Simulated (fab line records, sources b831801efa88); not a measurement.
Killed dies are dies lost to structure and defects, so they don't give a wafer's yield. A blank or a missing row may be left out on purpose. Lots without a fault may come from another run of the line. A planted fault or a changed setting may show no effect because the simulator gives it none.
Which tool did it? | flow sky130 | 24 lots, 72 wafers sampled, at 6 steps of a route of 708

WHAT THE GAUGES READ, wafer by wafer
SKY_CAPM_RS_MEAS_03: measures by four-point-probe.
lot  | measured     | on            | CAPM_TIN_RS (ohm/sq)
L076 | day 37 05:04 | film_metro-01 | 6.82 6.70 6.77
L075 | day 37 06:07 | film_metro-04 | 6.84 6.87 7.04
L074 | day 37 06:53 | film_metro-01 | 6.97 6.87 6.81
L077 | day 37 07:13 | film_metro-04 | 6.91 6.85 6.96
L078 | day 37 16:01 | film_metro-04 | 6.90 6.95 6.83
L079 | day 38 00:46 | film_metro-04 | 6.92 6.91 6.87
L080 | day 38 08:01 | film_metro-01 | 6.82 6.68 6.78
L081 | day 38 16:43 | film_metro-01 | 6.84 6.88 6.87
L082 | day 39 02:55 | film_metro-03 | 6.97 6.80 6.91
L083 | day 39 08:22 | film_metro-03 | 7.07 7.03 6.93
L084 | day 39 16:10 | film_metro-01 | 6.81 6.78 6.74
L085 | day 39 17:25 | film_metro-01 | 6.82 6.99 6.86
L086 | day 40 04:31 | film_metro-04 | 7.01 6.86 6.88
L087 | day 40 13:07 | film_metro-01 | 6.81 6.94 6.76
L088 | day 40 20:33 | film_metro-03 | 6.85 6.95 6.84
L089 | day 41 00:55 | film_metro-03 | 6.84 6.81 6.84
L090 | day 41 02:50 | film_metro-01 | 6.72 6.84 6.75
L093 | day 42 19:29 | film_metro-04 | 6.90 6.87 6.89
L094 | day 42 22:17 | film_metro-04 | 7.03 7.00 7.00
L091 | day 42 23:18 | film_metro-01 | 6.92 6.94 6.92
L095 | day 43 01:05 | film_metro-01 | 6.97 6.88 6.93
L092 | day 43 02:37 | film_metro-01 | 6.69 6.73 6.74
L096 | day 43 03:17 | film_metro-03 | 6.79 6.81 6.70
L097 | day 43 08:37 | film_metro-01 | 6.95 6.88 6.76

SKY_PASSIVATION_THK_MEAS_01.
lot  | measured     | on            | PASSIVATION_CVD_00_THK (nm)
L076 | day 44 15:16 | film_metro-02 | 90.8 90.2 92.1
L075 | day 44 17:37 | film_metro-02 | 87.4 88.5 90.4
L074 | day 44 17:43 | film_metro-03 | 89.3 89.0 91.6
L077 | day 44 17:45 | film_metro-02 | 88.6 88.4 89.0
L078 | day 44 23:19 | film_metro-04 | 87.3 88.7 88.3
L079 | day 45 13:15 | film_metro-03 | 89.2 88.0 90.6
L080 | day 45 15:10 | film_metro-02 | 89.1 90.1 89.6
L081 | day 45 21:06 | film_metro-02 | 89.1 88.5 89.9
L082 | day 46 10:10 | film_metro-04 | 88.1 89.6 89.7
L083 | day 46 14:14 | film_metro-04 | 91.2 89.1 90.1
L084 | day 46 15:39 | film_metro-04 | 89.8 90.5 90.9
L085 | day 46 16:37 | film_metro-03 | 88.4 88.5 88.7
L086 | day 47 00:38 | film_metro-04 | 87.8 88.6 91.4
L087 | day 47 10:18 | film_metro-02 | 88.5 90.2 91.7
L088 | day 47 16:00 | film_metro-02 | 89.5 89.5 91.0
L089 | day 47 19:44 | film_metro-02 | 89.5 87.7 91.0
L090 | day 48 03:38 | film_metro-02 | 88.5 87.4 89.8
L093 | day 49 03:34 | film_metro-04 | 90.2 89.1 91.4
L094 | day 49 08:38 | film_metro-03 | 88.8 90.9 90.9
L091 | day 49 09:02 | film_metro-04 | 88.8 89.2 88.7
L095 | day 49 09:03 | film_metro-03 | 90.3 92.2 91.9
L092 | day 49 11:01 | film_metro-02 | 91.6 88.8 91.9
L096 | day 49 11:11 | film_metro-04 | 89.8 89.3 91.0
L097 | day 49 13:40 | film_metro-04 | 89.0 87.0 89.5

SKY_PAD_OPEN_BOW_MEAS_13.
lot  | measured     | on            | PAD_OPEN_BOW (um)
L076 | day 46 11:53 | film_metro-04 | 50 48 45
L075 | day 46 14:20 | film_metro-04 | 50 45 51
L074 | day 46 14:37 | film_metro-04 | 41 48 47
L077 | day 46 15:53 | film_metro-02 | 55 36 56
L078 | day 46 20:01 | film_metro-01 | 53 48 49
L079 | day 47 09:27 | film_metro-01 | 40 30 45
L080 | day 47 10:37 | film_metro-02 | 52 52 49
L081 | day 47 18:03 | film_metro-02 | 40 44 50
L082 | day 48 04:18 | film_metro-01 | 59 34 54
L083 | day 48 07:33 | film_metro-04 | 59 42 38
L084 | day 48 10:04 | film_metro-02 | 40 45 35
L085 | day 48 10:46 | film_metro-02 | 53 57 47
L086 | day 48 18:07 | film_metro-04 | 65 49 54
L087 | day 49 01:32 | film_metro-01 | 43 37 33
L088 | day 49 07:19 | film_metro-01 | 48 36 45
L089 | day 49 11:16 | film_metro-01 | 34 35 37
L090 | day 49 17:17 | film_metro-04 | 52 48 35
L093 | day 50 16:14 | film_metro-01 | 51 42 56
L094 | day 50 20:41 | film_metro-01 | 49 42 37
L091 | day 50 22:10 | film_metro-02 | 59 42 49
L095 | day 50 22:11 | film_metro-01 | 44 55 43
L092 | day 50 23:41 | film_metro-02 | 38 39 18
L096 | day 50 23:40 | film_metro-01 | 63 58 61
L097 | day 51 01:05 | film_metro-02 | 41 53 54

WHICH TOOL RAN EACH LOT (tool, then ch and the chambers of the sampled wafers, then the start)
lot  | SKY_VIA2_CMP_02               | SKY_VIA2_CVD_21               | SKY_VIA4_STRIP_13
L076 | cmp-01 ch 0,1, day 36 01:07   | cvd_w-02 ch 0,1, day 37 04:05 | plasma_asher-03 ch 0,1, day 43 14:46
L075 | cmp-02 ch 1,2, day 36 02:09   | cvd_w-01 ch 0,1, day 37 05:10 | plasma_asher-04 ch 0,1, day 43 17:16
L074 | cmp-02 ch 0,1,2, day 36 02:54 | cvd_w-02 ch 0,1, day 37 05:54 | plasma_asher-01 ch 0,1, day 43 17:34
L077 | cmp-01 ch 2,3, day 36 03:50   | cvd_w-01 ch 0,1, day 37 06:16 | plasma_asher-04 ch 0,1, day 43 17:37
L078 | cmp-01 ch 0,1,3, day 36 11:51 | cvd_w-01 ch 0,1, day 37 15:04 | plasma_asher-03 ch 0,1, day 44 00:47
L079 | cmp-01 ch 1,3, day 36 21:48   | cvd_w-02 ch 1, day 37 23:40   | plasma_asher-03 ch 0, day 44 07:29
L080 | cmp-02 ch 1,2, day 37 04:10   | cvd_w-01 ch 0,1, day 38 07:03 | plasma_asher-04 ch 0,1, day 44 14:40
L081 | cmp-01 ch 1,2, day 37 14:04   | cvd_w-02 ch 0,1, day 38 15:44 | plasma_asher-01 ch 0,1, day 44 20:55
L082 | cmp-01 ch 0,1,3, day 37 23:26 | cvd_w-02 ch 0,1, day 39 01:58 | plasma_asher-04 ch 0,1, day 45 10:32
L083 | cmp-01 ch 2,3, day 38 05:25   | cvd_w-02 ch 0,1, day 39 07:24 | plasma_asher-01 ch 0,1, day 45 13:52
L084 | cmp-01 ch 0,2, day 38 13:00   | cvd_w-02 ch 0,1, day 39 15:11 | plasma_asher-03 ch 0,1, day 45 16:19
L085 | cmp-01 ch 0,1,3, day 38 14:23 | cvd_w-01 ch 0,1, day 39 16:26 | plasma_asher-01 ch 1, day 45 16:38
L086 | cmp-02 ch 0,2,3, day 39 01:17 | cvd_w-02 ch 0,1, day 40 03:32 | plasma_asher-04 ch 0, day 46 02:32
L087 | cmp-02 ch 0,1, day 39 10:34   | cvd_w-02 ch 1, day 40 12:08   | plasma_asher-03 ch 0, day 46 11:11
L088 | cmp-02 ch 0,2,3, day 39 18:08 | cvd_w-01 ch 0,1, day 40 19:35 | plasma_asher-04 ch 0,1, day 46 16:13
L089 | cmp-01 ch 0,1,2, day 39 22:10 | cvd_w-01 ch 0,1, day 40 23:58 | plasma_asher-03 ch 0,1, day 46 20:44
L090 | cmp-01 ch 2,3, day 40 00:36   | cvd_w-02 ch 0,1, day 41 01:53 | plasma_asher-03 ch 0,1, day 47 05:59
L093 | cmp-02 ch 0,1,3, day 41 16:43 | cvd_w-02 ch 0,1, day 42 18:32 | plasma_asher-04 ch 0,1, day 48 08:11
L094 | cmp-02 ch 0,2,3, day 41 19:51 | cvd_w-01 ch 0,1, day 42 21:17 | plasma_asher-01 ch 0,1, day 48 11:08
L091 | cmp-02 ch 0,2,3, day 41 20:38 | cvd_w-02 ch 0,1, day 42 22:20 | plasma_asher-01 ch 0,1, day 48 12:14
L095 | cmp-01 ch 1,2,3, day 41 22:47 | cvd_w-02 ch 0,1, day 43 00:04 | plasma_asher-03 ch 0,1, day 48 12:16
L092 | cmp-01 ch 0,1,3, day 41 23:22 | cvd_w-01 ch 0, day 43 01:34   | plasma_asher-03 ch 0,1, day 48 13:53
L096 | cmp-01 ch 0,3, day 42 00:40   | cvd_w-01 ch 0,1, day 43 02:17 | plasma_asher-01 ch 0,1, day 48 13:59
L097 | cmp-02 ch 0,1,2, day 42 06:44 | cvd_w-01 ch 0,1, day 43 07:40 | plasma_asher-04 ch 0,1, day 48 16:50
- SKY_VIA2_CMP_02: polishes SiO2.
- SKY_VIA2_CVD_21: deposits W, target thk 420 nm, time 126.4 s.
- SKY_VIA4_STRIP_13: strips in O2/N2.

WHAT THE TOOLS THEMSELVES READ (means of the sampled wafers that have a number; where no wafer has one, the mark that the record gives instead)
SKY_VIA2_CMP_02.
lot  | tool   | motor_current_A (A)
L076 | cmp-01 | 13.3
L075 | cmp-02 | 11.6
L074 | cmp-02 | 12.0
L077 | cmp-01 | 11.6
L078 | cmp-01 | 12.8
L079 | cmp-01 | 12.9
L080 | cmp-02 | 11.8
L081 | cmp-01 | 12.1
L082 | cmp-01 | 13.5
L083 | cmp-01 | 11.6
L084 | cmp-01 | 12.4
L085 | cmp-01 | 13.2
L086 | cmp-02 | 12.0
L087 | cmp-02 | 12.7
L088 | cmp-02 | 12.0
L089 | cmp-01 | 13.2
L090 | cmp-01 | 11.1
L093 | cmp-02 | 12.3
L094 | cmp-02 | 12.0
L091 | cmp-02 | 12.1
L095 | cmp-01 | 12.2
L092 | cmp-01 | 12.9
L096 | cmp-01 | 13.6
L097 | cmp-02 | 12.0

SKY_VIA2_CVD_21.
lot  | tool     | heater_power_w (W)
L076 | cvd_w-02 | 812
L075 | cvd_w-01 | 881
L074 | cvd_w-02 | 917
L077 | cvd_w-01 | 868
L078 | cvd_w-01 | 861
L079 | cvd_w-02 | 1032
L080 | cvd_w-01 | 875
L081 | cvd_w-02 | 928
L082 | cvd_w-02 | 815
L083 | cvd_w-02 | 939
L084 | cvd_w-02 | 803
L085 | cvd_w-01 | 835
L086 | cvd_w-02 | 938
L087 | cvd_w-02 | 1040
L088 | cvd_w-01 | 766
L089 | cvd_w-01 | 848
L090 | cvd_w-02 | 818
L093 | cvd_w-02 | 928
L094 | cvd_w-01 | 760
L091 | cvd_w-02 | 832
L095 | cvd_w-02 | 813
L092 | cvd_w-01 | 695
L096 | cvd_w-01 | 833
L097 | cvd_w-01 | 767

SKY_VIA4_STRIP_13.
lot  | tool            | drypump_motor_current_A (A) | oes_product_au (a.u.) | strip_time_to_endpoint_s (s)
L076 | plasma_asher-03 | 5.8                         | 0.709                 | 12.83
L075 | plasma_asher-04 | 6.0                         | 0.712                 | 12.81
L074 | plasma_asher-01 | 5.9                         | 0.708                 | 12.78
L077 | plasma_asher-04 | 6.0                         | 0.712                 | 12.81
L078 | plasma_asher-03 | 5.8                         | 0.711                 | 12.84
L079 | plasma_asher-03 | 6.1                         | 0.712                 | 12.82
L080 | plasma_asher-04 | 5.9                         | 0.708                 | 12.80
L081 | plasma_asher-01 | 6.2                         | 0.712                 | 12.83
L082 | plasma_asher-04 | 6.0                         | 0.709                 | 12.80
L083 | plasma_asher-01 | 5.9                         | 0.713                 | 12.84
L084 | plasma_asher-03 | 5.4                         | 0.711                 | 12.78
L085 | plasma_asher-01 | 5.5                         | 0.711                 | 12.81
L086 | plasma_asher-04 | 5.8                         | 0.710                 | 12.82
L087 | plasma_asher-03 | 6.1                         | 0.706                 | 12.83
L088 | plasma_asher-04 | 5.9                         | 0.704                 | 12.81
L089 | plasma_asher-03 | 5.4                         | 0.708                 | 12.82
L090 | plasma_asher-03 | 5.8                         | 0.709                 | 12.86
L093 | plasma_asher-04 | 5.8                         | 0.711                 | 12.81
L094 | plasma_asher-01 | 5.9                         | 0.709                 | 12.80
L091 | plasma_asher-01 | 5.9                         | 0.713                 | 12.82
L095 | plasma_asher-03 | 5.8                         | 0.705                 | 12.83
L092 | plasma_asher-03 | 5.8                         | 0.709                 | 12.85
L096 | plasma_asher-01 | 5.9                         | 0.713                 | 12.81
L097 | plasma_asher-04 | 6.0                         | 0.709                 | 12.81

THE ANSWER, worked out from the rows above alone
Rule: what is usual is taken from the lots themselves. Put in order of their means at a reading, lots are off if they are a third of the lots or fewer, leave a main group of 4 or more, and stand apart from it by a gap of 3 or more times the standard deviation of the main group's means; of several such gaps the widest counts. A main group whose means are all the same, to the digits that the tables above print for the reading, isn't used. A lot without any number at a reading at which 4 lots or more have one is off too. The other lots that the step has rows for count as sound. The gauges are gone through in route order, then the tools' own readings, and for those a lot's mean is taken as printed above. The first step at which some lot is off is used, and at that step the reading that is off furthest; a lot without a number counts as furthest.
No lot is off at any reading shown: from this, nothing can be told.

WHAT THE SIMULATOR HAD PUT IN
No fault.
